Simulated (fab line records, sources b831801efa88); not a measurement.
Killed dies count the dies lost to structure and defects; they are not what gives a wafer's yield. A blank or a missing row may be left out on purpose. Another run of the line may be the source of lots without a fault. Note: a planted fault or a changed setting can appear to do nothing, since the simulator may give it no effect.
Chamber matching + flow gf180mcu + cmp-01 running GF_V1_CMP_04: 4 sister chambers
The step polishes SiO2. 8 wafers are shown with their chamber, then 8 later ones without.

WAFERS WITH THEIR CHAMBER
| wafer  | chamber | motor_current_A (A) | time_to_endpoint_s (s) |
|--------|---------|---------------------|------------------------|
| L383.2 | 2       | 12.3                | 78                     |
| L387.2 | 1       | 11.6                | 77                     |
| L387.4 | 2       | 11.7                | 87                     |
| L387.5 | 0       | 15.7                | 83                     |
| L392.3 | 1       | 11.9                | 79                     |
| L392.4 | 0       | 14.4                | 84                     |
| L392.6 | 3       | 10.0                | 88                     |
| L397.1 | 3       | 10.0                | 90                     |

WAFERS WITH NO CHAMBER GIVEN
| wafer  | motor_current_A (A) | time_to_endpoint_s (s) |
|--------|---------------------|------------------------|
| L397.4 | 12.2                | 82                     |
| L397.6 | 11.7                | 67                     |
| L401.2 | 14.1                | 74                     |
| L401.5 | 11.3                | 84                     |
| L401.6 | 12.1                | 84                     |
| L402.1 | 10.0                | 80                     |
| L402.2 | 14.6                | 71                     |
| L402.5 | 9.8                 | 89                     |

WHICH CHAMBER EACH ONE RAN IN
| wafer  | from the rows above          | in truth |
|--------|------------------------------|----------|
| L397.4 | can't be placed: 2 or 1      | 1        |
| L397.6 | can't be placed: 1 or 2      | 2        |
| L401.2 | can't be placed: 0 or 1 or 2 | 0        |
| L401.5 | can't be placed: 2 or 1 or 3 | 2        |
| L401.6 | can't be placed: 2 or 1      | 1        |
| L402.1 | can't be placed: 3 or 1 or 2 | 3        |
| L402.2 | 0                            | 0        |
| L402.5 | 3                            | 3        |
2 of 8 placed correctly. Unplaceable from these rows: 6, with the true chamber sitting among the candidates in 6. Number placed wrongly: 0.
How it was worked out, from the rows above alone: a wafer's distance from a chamber is the root of the sum, over the readings, of the square of ((its reading less the chamber's mean) divided by the reading's scatter). The wafer belongs to the nearest chamber; if the next one is less than 2 further off, it can't be placed. A chamber's mean is the mean of its shown wafers. The scatter is the square root of a quotient: the sum, over the shown wafers, of each reading's squared deviation from its chamber's mean, divided by wafers minus chambers.
